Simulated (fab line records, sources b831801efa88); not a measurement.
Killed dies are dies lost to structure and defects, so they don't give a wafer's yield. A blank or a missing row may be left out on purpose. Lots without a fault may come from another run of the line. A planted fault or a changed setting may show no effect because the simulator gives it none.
fab line records | flow sky130
record lots=12 wafers=34 last_day=50
route steps=708 shown LDD_HVP@287 RES_XHIGH@341 SD_N@349 SD_P@359 PAD_OPEN@708
lots that met no fault: from a run of the same line without faults
start_h: hours from the record's first day to the start of the lot's first wafer shown | wait_h: hours since the lot's step before | " the same as in the row above | L1.1+2: a row that stands for several wafers | - no value, or no start given | * or withheld: withheld | < > ~ a bound
route shown NAME@n: a module of which the file shows steps, and the number in the route of the first | usual: mean/standard deviation of fault-free wafers | same: alike in all rows | chamber/n: place in a boat | sites: the reading at each site | _std_site: their standard deviation | _edge_site: outer sites' mean less inner sites' | radius_mm: how far each site lies from the wafer's centre | mask NAME#n: copy n | behind: the tool/chamber that last shaped the wafer | hold: why the lot was held/for how many hours/how that ended | device: the transistor (n, p or np) that didn't switch | end of line: the same wafers' tests at the end of the route | a step without rows: its recipe alone | killed: dies lost to structure and defects at the first sort, not the wafer's yield | map: a wafer's dies, x killed, . not, _ none there
set.NAME: the setting as run; set.NAME@STEP: as run at that earlier step | model.NAME: the simulator's own value behind a step, which no gauge read
steps of the route over a sample of lots; a table a step, a row a wafer
services: from which hour (start_h, from the record's first day; less than 0 if before it) a tool's chamber was out of use, for how many hours, and why
## steps
# step SKY_LDD_HVP_STRIP_09
# recipe chemistry=O2/N2 power_w=1400 pressure_mtorr=1500 platen_temp_c=withheld o2_flow_sccm=3000 n2_flow_sccm=300 overash_fraction=0.5
# usual drypump_motor_current_A=5.6/0.38 oes_product_au=0.409/0.0042 strip_time_to_endpoint_s=4.140/0.017
# columns lot.wafer tool chamber start_h wait_h drypump_motor_current_A oes_product_au rf_hours_counter_h strip_time_to_endpoint_s
L587.2 plasma_asher-03 0 496.25 0.1 5.5 0.419 75 4.131
L587.3 " 1 " " 5.8 0.405 - 4.111
L587.4 " 0 " " 5.5 0.409 - 4.090
L588.4 plasma_asher-03 0 502.93 0.1 5.5 0.407 - 4.137
L588.5 " 0 " " 5.5 0.408 - 4.140
L588.6 " 1 " " 5.8 0.407 - 4.163
L589.1 plasma_asher-03 0 513.27 0.1 5.5 0.408 78 4.146
L589.2 " 1 " " 5.8 0.404 78 4.154
L589.6 " 1 " " 5.8 0.411 - 4.153
L590.1 plasma_asher-01 1 533.12 0.1 6.1 0.402 10 4.123
L590.4 " 1 " " 6.1 0.407 - 4.136
L590.6 " 0 " " 5.0 0.403 - 4.147
L595.2 plasma_asher-01 0 583.34 0.1 5.0 0.410 15 4.136
L595.3 " 1 " " 6.1 0.408 - 4.113
L595.6 " 1 " " 6.1 0.407 - 4.125
L596.1 plasma_asher-03 1 588.64 0.1 5.8 0.406 85 4.154
L596.3 " 1 " " 5.8 0.412 - 4.147
L596.5 " 1 " " 5.8 0.406 - 4.148
L597.1 plasma_asher-03 0 591.14 0.1 5.6 0.413 85 4.124
L597.3 " 0 " " 5.6 0.402 - 4.125
L597.5 " 1 " " 5.8 0.406 - 4.136
L598.1 plasma_asher-01 0 605.77 0.1 5.0 0.407 17 4.150
L598.4 " 0 " " 5.0 0.407 - 4.165
L598.5 " 1 " " 6.1 0.408 - 4.172
L604.2 plasma_asher-01 1 655.83 0.1 6.1 0.408 22 4.128
L604.6 " 1 " " 6.1 0.405 - 4.119
L606.2 plasma_asher-02 0 664.04 0.1 5.3 0.408 55 4.132
L606.3 " 1 " " 5.7 0.407 - 4.122
L607.3 plasma_asher-01 1 674.58 0.1 6.1 0.404 - 4.145
L607.4 " 0 " " 5.0 0.405 - 4.146
L607.5 " 1 " " 6.1 0.414 - 4.148
L609.2 plasma_asher-01 1 690.04 0.1 6.1 0.414 26 4.158
L609.3 " 1 " " 6.1 0.408 - 4.133
L609.4 " 0 " " 5.0 0.410 - 4.154
# step SKY_RES_XHIGH_TW_MEAS_09
# usual RES_XHIGH_TW=1646/13
# columns lot.wafer tool chamber start_h wait_h RES_XHIGH_TW
L587.2 film_metro-03 - 622.74 0.1 1648
L587.3 " - " " 1642
L587.4 " - " " 1635
L588.4 film_metro-02 - 627.21 0.1 1636
L588.5 " - " " 1637
L588.6 " - " " 1632
L589.1 film_metro-01 - 639.83 0.1 1650
L589.2 " - " " 1665
L589.6 " - " " 1657
L590.1 film_metro-01 - 656.81 0.1 1652
L590.4 " - " " 1652
L590.6 " - " " 1649
L595.2 film_metro-01 - 703.72 0.1 1658
L595.3 " - " " 1664
L595.6 " - " " 1667
L596.1 film_metro-01 - 709.76 0.1 1652
L596.3 " - " " 1667
L596.5 " - " " 1654
L597.1 film_metro-02 - 710.98 0.1 1636
L597.3 " - " " 1634
L597.5 " - " " 1634
L598.1 film_metro-02 - 726.26 0.1 1624
L598.4 " - " " 1629
L598.5 " - " " 1624
L604.2 film_metro-01 - 770.84 0.1 1661
L604.6 " - " " 1648
L606.2 film_metro-02 - 780.67 0.1 1634
L606.3 " - " " 1630
L607.3 film_metro-02 - 788.85 0.1 1639
L607.4 " - " " 1637
L607.5 " - " " 1629
L609.2 film_metro-03 - 805.17 0.1 1640
L609.3 " - " " 1647
L609.4 " - " " 1645
# step SKY_SD_N_CD_MEAS_07
# recipe target_cd_nm=380
# usual cd_nm=379.7/2.6
# columns lot.wafer tool chamber start_h wait_h cd_nm
L587.2 cd_sem-02 - 652.28 0.1 376.3
L587.3 " - " " 376.3
L587.4 " - " " 376.5
L588.4 cd_sem-02 - 656.57 0.1 376.3
L588.5 " - " " 376.1
L588.6 " - " " 378.1
L589.1 cd_sem-01 - 668.81 0.1 378.4
L589.2 " - " " 375.5
L589.6 " - " " 375.2
L590.1 cd_sem-01 - 685.56 0.1 383.6
L590.4 " - " " 384.1
L590.6 " - " " 382.6
L595.2 cd_sem-01 - 732.27 0.1 381.8
L595.3 " - " " 379.7
L595.6 " - " " 381.3
L596.1 cd_sem-01 - 738.76 0.1 378.2
L596.3 " - " " 379.1
L596.5 " - " " 381.4
L597.1 cd_sem-02 - 739.06 0.1 376.3
L597.3 " - " " 378.1
L597.5 " - " " 379.8
L598.1 cd_sem-02 - 754.21 0.1 380.1
L598.4 " - " " 380.9
L598.5 " - " " 381.7
L604.2 cd_sem-02 - 797.18 0.1 375.5
L604.6 " - " " 373.4
L606.2 cd_sem-02 - 806.72 0.1 381.5
L606.3 " - " " 379.4
L607.3 cd_sem-01 - 815.29 0.1 378.1
L607.4 " - " " 376.5
L607.5 " - " " 377.1
L609.2 cd_sem-02 - 830.93 0.1 378.8
L609.3 " - " " 380.3
L609.4 " - " " 380.3
# step SKY_SD_N_RTA_14
# recipe temp_c=1075 time_s=2 idle_temp_c=650 ramp_up_c_per_s=150 ramp_down_c_per_s=90 ambient=N2
# usual lamp_power_pct=15.73/0.052 ramp_down_c_per_s=90.000/0.017 wafer_temp_C_max=1078.0/1.1
# columns lot.wafer tool chamber start_h wait_h lamp_power_pct ramp_down_c_per_s wafer_temp_C_max
L587.2 rtp_anneal-02 0 652.94 0.0 15.74 89.976 1077.1
L587.3 " 0 " " 15.69 89.999 1077.4
L587.4 " 0 " " 15.76 89.973 1079.6
L588.4 rtp_anneal-01 0 657.20 0.0 15.68 89.972 1079.5
L588.5 " 0 " " 15.65 90.009 1077.4
L588.6 " 0 " " 15.75 90.019 1076.8
L589.1 rtp_anneal-02 0 669.48 0.0 15.67 89.999 1078.4
L589.2 " 0 " " 15.58 90.004 1077.2
L589.6 " 0 " " 15.78 89.991 1078.4
L590.1 rtp_anneal-01 0 686.24 0.0 15.76 89.993 1079.4
L590.4 " 0 " " 15.74 89.986 1077.3
L590.6 " 0 " " 15.61 90.005 1077.9
L595.2 rtp_anneal-02 0 732.93 0.0 15.74 89.993 1078.6
L595.3 " 0 " " 15.69 89.999 1079.4
L595.6 " 0 " " 15.75 90.011 1078.8
L596.1 rtp_anneal-01 0 739.43 0.0 15.69 90.018 1078.0
L596.3 " 0 " " 15.76 89.994 1077.3
L596.5 " 0 " " 15.73 89.962 1079.0
L597.1 rtp_anneal-02 0 739.73 0.0 15.72 90.020 1078.2
L597.3 " 0 " " 15.70 89.996 1077.2
L597.5 " 0 " " 15.80 89.986 1078.7
L598.1 rtp_anneal-01 0 754.94 0.0 15.78 90.025 1077.4
L598.4 " 0 " " 15.70 90.015 1077.2
L598.5 " 0 " " 15.75 89.994 1078.4
L604.2 rtp_anneal-01 0 797.84 0.0 15.79 90.020 1084.5
L604.6 " 0 " " 15.80 89.982 1083.3
L606.2 rtp_anneal-01 0 807.37 0.0 15.77 90.001 1082.6
L606.3 " 0 " " 15.75 90.004 1083.3
L607.3 rtp_anneal-02 0 815.94 0.0 15.76 90.013 1079.0
L607.4 " 0 " " 15.68 89.988 1076.7
L607.5 " 0 " " 15.73 89.984 1077.8
L609.2 rtp_anneal-02 0 831.58 0.0 15.72 90.023 1078.2
L609.3 " 0 " " 15.69 89.978 1076.1
L609.4 " 0 " " 15.76 89.990 1076.9
# step SKY_SD_N_RS_MEAS_16
# recipe thk_meas_gauge=four-point-probe
# usual SD_N_RS=68.54/0.13
# columns lot.wafer tool chamber start_h wait_h SD_N_RS[ohm/sq]
L587.2 film_metro-03 - 653.12 0.1 68.68
L587.3 " - " " 68.53
L587.4 " - " " 68.54
L588.4 film_metro-03 - 657.41 0.1 68.85
L588.5 " - " " 68.82
L588.6 " - " " 68.69
L589.1 film_metro-02 - 669.65 0.1 68.50
L589.2 " - " " 68.33
L589.6 " - " " 68.39
L590.1 film_metro-02 - 686.41 0.1 68.54
L590.4 " - " " 68.64
L590.6 " - " " 68.69
L595.2 film_metro-01 - 733.11 0.1 68.52
L595.3 " - " " 68.36
L595.6 " - " " 68.52
L596.1 film_metro-02 - 739.60 0.1 68.58
L596.3 " - " " 68.41
L596.5 " - " " 68.68
L597.1 film_metro-01 - 739.91 0.1 68.28
L597.3 " - " " 68.49
L597.5 " - " " 68.30
L598.1 film_metro-01 - 755.11 0.1 68.35
L598.4 " - " " 68.50
L598.5 " - " " 68.52
L604.2 film_metro-01 - 798.02 0.1 67.49
L604.6 " - " " 67.60
L606.2 film_metro-02 - 807.56 0.1 67.62
L606.3 " - " " 67.69
L607.3 film_metro-01 - 816.13 0.1 68.45
L607.4 " - " " 68.50
L607.5 " - " " 68.41
L609.2 film_metro-03 - 831.77 0.1 68.78
L609.3 " - " " 68.90
L609.4 " - " " 68.71
# step SKY_SD_N_RS_MEAS_17
# recipe thk_meas_gauge=four-point-probe
# usual SD_P_RS=147.0/0.4
# columns lot.wafer tool chamber start_h wait_h SD_P_RS[ohm/sq]
L587.2 film_metro-03 - 653.24 0.1 147.2
L587.3 " - " " 147.1
L587.4 " - " " 146.9
L588.4 film_metro-03 - 657.53 0.1 147.4
L588.5 " - " " 147.5
L588.6 " - " " 147.6
L589.1 film_metro-02 - 669.77 0.1 147.1
L589.2 " - " " 146.9
L589.6 " - " " 146.6
L590.1 film_metro-02 - 686.53 0.1 147.7
L590.4 " - " " 147.6
L590.6 " - " " 147.6
L595.2 film_metro-01 - 733.23 0.1 147.2
L595.3 " - " " 146.7
L595.6 " - " " 146.4
L596.1 film_metro-02 - 739.72 0.1 147.4
L596.3 " - " " 147.1
L596.5 " - " " 147.2
L597.1 film_metro-01 - 740.03 0.1 146.7
L597.3 " - " " 146.5
L597.5 " - " " 146.6
L598.1 film_metro-01 - 755.23 0.1 146.9
L598.4 " - " " 146.9
L598.5 " - " " 146.8
L604.2 film_metro-01 - 798.14 0.1 142.4
L604.6 " - " " 142.1
L606.2 film_metro-02 - 807.68 0.1 142.3
L606.3 " - " " 142.8
L607.3 film_metro-01 - 816.25 0.1 146.8
L607.4 " - " " 146.1
L607.5 " - " " 146.7
L609.2 film_metro-03 - 831.89 0.1 147.1
L609.3 " - " " 147.6
L609.4 " - " " 147.6
# step SKY_PAD_OPEN_PROBE_99
# usual killed_at_M0_to_M3=43/7.1 killed_at_M4_up=3.2/1.9 killed_at_contacts=23/5.1 killed_at_front_end=15/4.5 killed_at_other=0.4/0.65 killed_dies=85/9.4 killed_open=47/6.8 killed_short=38/6.1
# same gross_dies=492 killed_at_back_side=0
# columns lot.wafer tool chamber start_h wait_h killed_at_M0_to_M3 killed_at_M4_up killed_at_contacts killed_at_front_end killed_at_other killed_dies killed_open killed_short
L597.1 prober-02 - 1147.75 0.1 49 3 19 14 0 85 50 35
L597.3 prober-02 - 1147.85 0.2 41 3 17 16 0 77 44 32
L597.5 prober-02 - 1147.95 0.2 41 5 23 11 0 80 41 38
# killed by level:class
L597.1 VIA3:geometric_particle:open=13 CONTACT:geometric_particle:open=8 METAL2:geometric_particle:short=6 VIA1:geometric_particle:open=6 VIA2:geometric_particle:open=6 METAL1:geometric_particle:short=5 FIELD_ISO:geometric_particle:open=4 LI_CONTACT:geometric_particle:open=4
L597.3 VIA1:geometric_particle:open=13 POLY_GATE:geometric_particle:open=6 CONTACT:geometric_particle:open=6 METAL1:geometric_particle:short=5 VIA2:geometric_particle:open=5 LOCAL_INTERCONNECT:geometric_particle:short=4 VIA1:geometric_particle:short=4 VIA3:geometric_particle:open=4
L597.5 VIA1:geometric_particle:open=14 CONTACT:geometric_particle:open=7 METAL2:geometric_particle:short=7 LOCAL_INTERCONNECT:geometric_particle:short=6 LI_CONTACT:geometric_particle:open=5 VIA2:geometric_particle:open=5 VIA3:geometric_particle:open=5 METAL1:geometric_particle:short=4
## services
# columns tool chamber start_h hours kind
plasma_asher-02 - 486.84 1.7 repair
plasma_asher-01 - 502.49 1.0 repair
plasma_asher-02 - 552.52 3.8 repair
plasma_asher-02 - 564.45 0.4 repair
plasma_asher-01 - 571.96 3.2 repair
plasma_asher-02 - 572.81 2.8 pm
plasma_asher-01 - 633.67 4.3 pm
plasma_asher-03 - 662.96 4.0 repair
plasma_asher-03 - 674.01 1.2 repair
plasma_asher-03 - 733.75 9.0 pm
plasma_asher-03 0 733.75 9.0 vent_cycle
plasma_asher-03 1 733.75 9.0 vent_cycle
plasma_asher-03 0 742.75 - clean
plasma_asher-03 1 742.75 - clean
plasma_asher-03 - 749.81 1.8 repair
## key
first_sign step=SKY_SD_N_RTA_14 reading=wafer_temp_C_max direction=up sigmas=4.9 usual=* struck=*
effect step=SKY_SD_N_RS_MEAS_16 reading=SD_N_RS direction=down sigmas=7.4 usual=68.54 struck=67.60
effect step=SKY_SD_N_RS_MEAS_17 reading=SD_P_RS direction=down sigmas=12 usual=147.0 struck=142.4
met_at SKY_SD_N_RTA_14
struck_lots L604,L606
tester_left_out L604,L606
not_acting_at SKY_LDD_HVP_STRIP_09,SKY_RES_XHIGH_TW_MEAS_09,SKY_SD_N_CD_MEAS_07
onset_between 754.94 797.84
fault kind=process_parameter_drift tool=rtp_anneal-01 chamber=- onset_h=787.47 steps=SKY_SD_N_RTA_14 channel=temp_c offset=* shape=step end_h=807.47 acts_in=* stated=*
# tester_left_out: of these lots the tester's yield and bins aren't shown, on N5 and GAA mostly nor the transistor test; their killed dies are dies lost to structure and defects alone, not to doping, threshold or leakage, so they don't give the yield
